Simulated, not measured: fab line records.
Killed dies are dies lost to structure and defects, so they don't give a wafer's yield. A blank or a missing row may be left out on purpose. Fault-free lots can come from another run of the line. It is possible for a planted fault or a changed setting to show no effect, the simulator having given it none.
fab line records | flow sky130
record lots=13 wafers=39 lastDay=49
route steps=708 shown POLY_GATE@204 CAP2M@607 VIA4@650 PAD_OPEN@708
lots that met no fault: from a run of the same line without faults
startH: start of the lot's first displayed wafer, in hours after the record's first day | waitH: how many hours have passed since the lot's step before this one | " identical to the entry in the row above | L1.1+2: a row that stands for several wafers | - value missing, or start not given | * or withheld: withheld | < > ~ a bound
route shown NAME@n: names a module that has steps shown in the file, with the first one's number in the route | usual: mean/standard deviation of fault-free wafers | same: alike in all rows | chamber/n: place in a boat | sites: per-site readings | _std_site: standard deviation of those values | _edge_site: mean of outer sites minus mean of inner sites | radiusMm: for every site, how far away it sits from the centre of the wafer | mask NAME#n: copy n | behind: the most recent tool/chamber to have shaped the wafer | hold: cause of the lot's hold/its duration in hours/its outcome | device: transistor that didn't switch, given as n, p or np | end of line: at the end of the route, the tests of the same wafers | where a step has no rows: the recipe by itself | killed: dies lost to structure and defects at the first sort, not the wafer's yield | map: shows each die of a wafer: x if killed, . if not, _ if none is there
set.NAME: the setting that was run; set.NAME@STEP: the one run at that earlier step | model.NAME: the simulator's own value behind a step, which no gauge read
one table for each step of the route and one row for each wafer, over a sample of lots
services: the hour from which a tool's chamber was out of use, counted from the record's first day as startH (under 0 if before that day), plus the number of hours and why
## steps
# step SKY_POLY_GATE_CVD_00
# recipe material=poly-Si targetThkNm=180 tempC=620 timeS=720 pressureMtorr=200
# usual spikeTcUpperC=619.3/0.89
# columns lot.wafer tool chamber startH waitH spikeTcUpperC
L330.1 lpcvd-01 0 301.44 0.0 619.8
L330.4 " 0 " " 620.5
L330.6 " 0 " " 619.2
L332.1 lpcvd-01 1 324.57 0.0 618.7
L332.2 " 1 " " 619.4
L332.4 " 1 " " 619.7
L334.4 lpcvd-01 0 341.28 0.0 619.0
L334.5 " 0 " " 619.6
L334.6 " 0 " " 620.0
L335.1 lpcvd-01 0 352.81 0.0 620.6
L335.2 " 0 " " 619.1
L335.6 " 0 " " 619.3
L336.3 lpcvd-01 0 368.16 0.0 618.5
L336.4 " 0 " " 618.5
L336.5 " 0 " " 619.7
L337.1 lpcvd-01 1 375.22 0.0 619.2
L337.3 " 1 " " 618.7
L337.5 " 1 " " 620.3
L338.1 lpcvd-01 0 378.00 0.0 620.6
L338.4 " 0 " " 619.5
L338.5 " 0 " " 620.0
L339.1 lpcvd-01 1 404.56 0.0 618.5
L339.2 " 1 " " 617.7
L339.4 " 1 " " 620.7
L340.1 lpcvd-01 1 410.36 0.0 619.6
L340.2 " 1 " " 619.0
L340.4 " 1 " " 618.6
L343.4 lpcvd-01 1 426.97 0.0 620.6
L343.5 " 1 " " 619.2
L343.6 " 1 " " 619.5
L344.2 lpcvd-01 0 429.67 0.0 620.5
L344.3 " 0 " " 620.1
L344.4 " 0 " " 620.7
L348.1 lpcvd-01 1 471.72 0.0 619.0
L348.3 " 1 " " 619.6
L348.6 " 1 " " 617.8
L349.1 lpcvd-01 0 475.17 0.0 620.9
L349.4 " 0 " " 618.7
L349.5 " 0 " " 620.5
# step SKY_CAP2M_THK_MEAS_04
# recipe thkMeasGauge=xrf reads=TiN_of_CAP2M_SPUTTER_02
# usual CAP2M_TIN_THK=198.3/2.4
# columns lot.wafer tool chamber startH waitH CAP2M_TIN_THK[nm]
L330.1 filmMetro-02 - 918.66 0.1 201.9
L330.4 " - " " 195.2
L330.6 " - " " 199.5
L332.1 filmMetro-03 - 944.13 0.1 195.5
L332.2 " - " " 199.8
L332.4 " - " " 199.5
L334.4 filmMetro-03 - 954.18 0.1 199.8
L334.5 " - " " 194.3
L334.6 " - " " 196.5
L335.1 filmMetro-03 - 968.31 0.1 194.5
L335.2 " - " " 197.3
L335.6 " - " " 195.8
L336.3 filmMetro-02 - 982.64 0.1 192.4
L336.4 " - " " 197.8
L336.5 " - " " 195.5
L337.1 filmMetro-04 - 985.37 0.1 197.1
L337.3 " - " " 197.8
L337.5 " - " " 197.8
L338.1 filmMetro-02 - 986.72 0.1 199.8
L338.4 " - " " 197.6
L338.5 " - " " 198.5
L339.1 filmMetro-02 - 1009.40 0.1 200.7
L339.2 " - " " 202.4
L339.4 " - " " 201.2
L340.1 filmMetro-04 - 1012.83 0.1 198.9
L340.2 " - " " 196.5
L340.4 " - " " 200.4
L343.4 filmMetro-03 - 1020.86 0.1 194.8
L343.5 " - " " 195.8
L343.6 " - " " 191.7
L344.2 filmMetro-04 - 1027.22 0.1 201.0
L344.3 " - " " 201.6
L344.4 " - " " 199.4
L348.1 filmMetro-03 - 1058.06 0.1 196.6
L348.3 " - " " 202.1
L348.6 " - " " 198.1
L349.1 filmMetro-02 - 1058.85 0.1 199.5
L349.4 " - " " 198.3
L349.5 " - " " 200.8
# step SKY_CAP2M_METAL_ETCH_13
# recipe targetDepthNm=220 stopOn=SiO2 chemistry=Cl2/BCl3 target=TiN pressureMtorr=10 icpW=900 biasW=48.5 Cl2_flow_sccm=60 bcl3FlowSccm=30 timeS=62.9
# usual drypumpMotorCurrentA=5.9/0.34 oesProductAu=0.938/0.0073 throttleValvePct=21.904/0.0097
# columns lot.wafer tool chamber startH waitH drypumpMotorCurrentA oesProductAu rfHoursCounterH throttleValvePct
L330.1 rieMetal-02 1 942.81 0.0 5.4 0.937 11 21.896
L330.4 " 1 " " 5.4 0.929 - 21.903
L330.6 " 1 " " 5.4 0.940 - 21.908
L332.1 rieMetal-02 0 968.42 0.0 6.3 0.939 0 21.909
L332.2 " 1 " " 5.4 0.940 13 21.903
L332.4 " 0 " " 6.3 0.934 - 21.898
L334.4 rieMetal-03 1 978.08 0.0 5.6 0.936 - 21.909
L334.5 " 1 " " 5.6 0.932 - 21.900
L334.6 " 0 " " 5.5 0.945 - 21.904
L335.1 rieMetal-02 0 991.76 0.0 6.3 0.938 2 21.909
L335.2 " 1 " " 5.4 0.939 14 21.907
L335.6 " 0 " " 6.3 0.933 - 21.916
L336.3 rieMetal-03 0 1006.35 0.0 5.5 0.919 - 21.913
L336.4 " 1 " " 5.6 0.940 - 21.904
L336.5 " 0 " " 5.5 0.932 - 21.908
L337.1 rieMetal-04 1 1008.17 0.0 6.0 0.931 15 21.911
L337.3 " 1 " " 6.0 0.930 - 21.910
L337.5 " 0 " " 6.2 0.935 - 21.901
L338.1 rieMetal-04 0 1009.31 0.0 6.2 0.941 10 21.900
L338.4 " 1 " " 6.0 0.930 - 21.916
L338.5 " 1 " " 6.0 0.935 - 21.901
L339.1 rieMetal-04 1 1031.96 0.0 5.9 0.948 16 21.899
L339.2 " 0 " " 6.2 0.951 11 21.888
L339.4 " 0 " " 6.2 0.937 - 21.895
L340.1 rieMetal-04 0 1035.02 0.0 6.2 0.938 12 21.906
L340.2 " 1 " " 6.0 0.929 17 21.910
L340.4 " 0 " " 6.2 0.933 - 21.908
L343.4 rieMetal-02 0 1043.30 0.0 6.3 0.940 - 21.887
L343.5 " 0 " " 6.3 0.940 - 21.911
L343.6 " 1 " " 5.4 0.922 - 21.920
L344.2 rieMetal-04 1 1048.76 0.0 6.0 0.940 17 21.909
L344.3 " 1 " " 5.9 0.950 - 21.907
L344.4 " 0 " " 6.2 0.938 - 21.913
L348.1 rieMetal-04 0 1078.52 0.0 6.2 0.930 14 21.896
L348.3 " 1 " " 5.9 0.953 - 21.894
L348.6 " 1 " " 6.0 0.931 - 21.894
L349.1 rieMetal-04 0 1079.46 0.0 6.2 0.934 15 21.917
L349.4 " 1 " " 6.0 0.937 - 21.916
L349.5 " 0 " " 6.2 0.939 - 21.910
# step SKY_VIA4_OVL_MEAS_11
# usual VIA4_OVL=2.0/1.4
# columns lot.wafer tool chamber startH waitH VIA4_OVL[nm]
L330.1 overlay-02 - 992.94 0.1 1.0
L330.4 " - " " 0.7
L330.6 " - " " 0.8
L332.1 overlay-01 - 1017.14 0.1 4.2
L332.2 " - " " 2.9
L332.4 " - " " 3.4
L334.4 overlay-02 - 1027.05 0.1 0.3
L334.5 " - " " 3.2
L334.6 " - " " 0.6
L335.1 overlay-02 - 1039.93 0.1 1.5
L335.2 " - " " 1.4
L335.6 " - " " 2.0
L336.3 overlay-02 - 1052.99 0.1 2.8
L336.4 " - " " 1.4
L336.5 " - " " 1.9
L337.1 overlay-02 - 1054.08 0.1 2.0
L337.3 " - " " 2.2
L337.5 " - " " 0.6
L338.1 overlay-02 - 1055.88 0.1 -1.0
L338.4 " - " " 0.4
L338.5 " - " " 0.3
L339.1 overlay-01 - 1077.13 0.1 0.6
L339.2 " - " " 2.5
L339.4 " - " " 0.1
L340.1 overlay-01 - 1079.72 0.1 4.5
L340.2 " - " " 5.0
L340.4 " - " " 4.8
L343.4 overlay-02 - 1087.80 0.1 2.2
L343.5 " - " " 1.9
L343.6 " - " " 2.8
L344.2 overlay-02 - 1092.99 0.1 2.6
L344.3 " - " " 0.6
L344.4 " - " " 1.9
L348.1 overlay-01 - 1118.98 0.1 1.3
L348.3 " - " " 1.3
L348.6 " - " " 3.6
L349.1 overlay-02 - 1119.62 0.1 1.3
L349.4 " - " " -0.3
L349.5 " - " " 1.1
# step SKY_PAD_OPEN_PROBE_99
# usual killed_at_M0_to_M3=43/6.6 killed_at_M4_up=3.2/1.9 killedAtContacts=25/5.3 killedAtFrontEnd=16/4.5 killedAtOther=0.3/0.63 killedDies=87/8.9 killedOpen=48/7.9 killedShort=39/5.3
# same grossDies=492 killedAtBackSide=0
# columns lot.wafer tool chamber startH waitH killed_at_M0_to_M3 killed_at_M4_up killedAtContacts killedAtFrontEnd killedAtOther killedDies killedOpen killedShort
L348.1 prober-01 - 1178.29 0.1 45 2 28 62 0 137 49 35
L348.3 prober-01 - 1178.39 0.2 36 3 20 70 0 129 38 33
L348.6 prober-01 - 1178.54 0.2 40 6 22 70 0 138 42 40
L349.1 prober-02 - 1179.98 0.1 45 1 21 81 0 148 43 38
L349.4 prober-02 - 1180.13 0.2 45 6 34 70 0 155 55 41
L349.5 prober-02 - 1180.18 0.2 46 0 23 76 0 145 51 33
# killed by level:class
L348.1 POLY_GATE:unspecified=53 VIA3:geometricParticle:open=11 CONTACT:geometricParticle:open=9 VIA1:geometricParticle:short=8 VIA1:geometricParticle:open=8 CONTACT:geometricParticle:short=6 VIA2:geometricParticle:open=6 LI_CONTACT:geometricParticle:open=5
L348.3 POLY_GATE:unspecified=57 CONTACT:geometricParticle:open=8 VIA2:geometricParticle:open=8 VIA1:geometricParticle:open=7 VIA3:geometricParticle:open=5 POLY_GATE:geometricParticle:short=4 CONTACT:geometricParticle:short=4 FIELD_ISO:geometricParticle:short=3
L348.6 POLY_GATE:unspecified=55 VIA1:geometricParticle:open=11 CONTACT:geometricParticle:open=9 VIA3:geometricParticle:open=7 FIELD_ISO:geometricParticle:short=6 METAL4:geometricParticle:short=6 LI_CONTACT:geometricParticle:open=5 VIA1:geometricParticle:short=5
L349.1 POLY_GATE:unspecified=67 VIA1:geometricParticle:open=13 CONTACT:geometricParticle:open=7 LOCAL_INTERCONNECT:geometricParticle:short=6 POLY_GATE:geometricParticle:short=5 LI_CONTACT:geometricParticle:open=5 VIA2:geometricParticle:short=4 METAL1:geometricParticle:short=4
L349.4 POLY_GATE:unspecified=58 VIA1:geometricParticle:open=12 LI_CONTACT:geometricParticle:open=10 CONTACT:geometricParticle:open=10 LOCAL_INTERCONNECT:geometricParticle:short=7 METAL2:geometricParticle:short=6 VIA3:geometricParticle:open=6 VIA1:geometricParticle:short=5
L349.5 POLY_GATE:unspecified=59 VIA3:geometricParticle:open=13 LI_CONTACT:geometricParticle:open=10 VIA1:geometricParticle:open=9 METAL2:geometricParticle:short=7 VIA2:geometricParticle:open=6 CONTACT:geometricParticle:open=5 FIELD_ISO:geometricParticle:short=4
## services
# columns tool chamber startH hours kind
rieMetal-03 - 338.27 14.6 pm
rieMetal-02 - 353.92 1.9 repair
lpcvd-01 - 422.33 1.8 repair
rieMetal-04 0 444.91 12.0 repair
lpcvd-01 - 458.28 2.8 pm
lpcvd-01 - 501.07 0.5 repair
rieMetal-03 - 525.25 2.8 pm
rieMetal-04 0 534.35 22.3 repair
lpcvd-01 - 537.89 1.2 repair
rieMetal-03 0 584.73 22.3 repair
rieMetal-03 - 644.54 39.9 repair
rieMetal-04 1 645.27 - clean
rieMetal-04 1 645.27 12.8 scheduledDown
rieMetal-04 1 645.27 12.8 ventCycle
rieMetal-02 - 680.37 2.8 pm
rieMetal-04 - 720.94 2.8 pm
rieMetal-04 - 761.78 14.6 pm
rieMetal-03 - 768.45 0.3 repair
lpcvd-01 - 784.89 0.5 repair
rieMetal-02 1 813.17 1.4 repair
rieMetal-02 - 867.04 0.4 repair
rieMetal-04 - 896.68 0.3 repair
rieMetal-03 0 916.57 1.7 repair
lpcvd-01 - 930.34 0.4 repair
## key
firstSign step=SKY_PAD_OPEN_PROBE_99 reading=killedAtFrontEnd direction=up sigmas=12 usual=16 struck=72
effect step=SKY_PAD_OPEN_PROBE_99 reading=killedDies direction=up sigmas=6.1 usual=87 struck=142
metAt SKY_POLY_GATE_CVD_00
struckLots L348,L349
testerLeftOut L348,L349
notActingAt SKY_CAP2M_THK_MEAS_04,SKY_CAP2M_METAL_ETCH_13,SKY_VIA4_OVL_MEAS_11
onsetBetween 429.67 471.72
alsoFits time
fault kind=chamberParticleSource tool=lpcvd-01 chamber=- onsetH=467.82 steps=SKY_POLY_GATE_CVD_00 ratePerVisitCm2=1.3637 endH=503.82
# testerLeftOut: of these lots the tester's yield and bins aren't shown, on N5 and GAA mostly nor the transistor test; their killed dies are dies lost to structure and defects alone, not to doping, threshold or leakage, so they don't give the yield
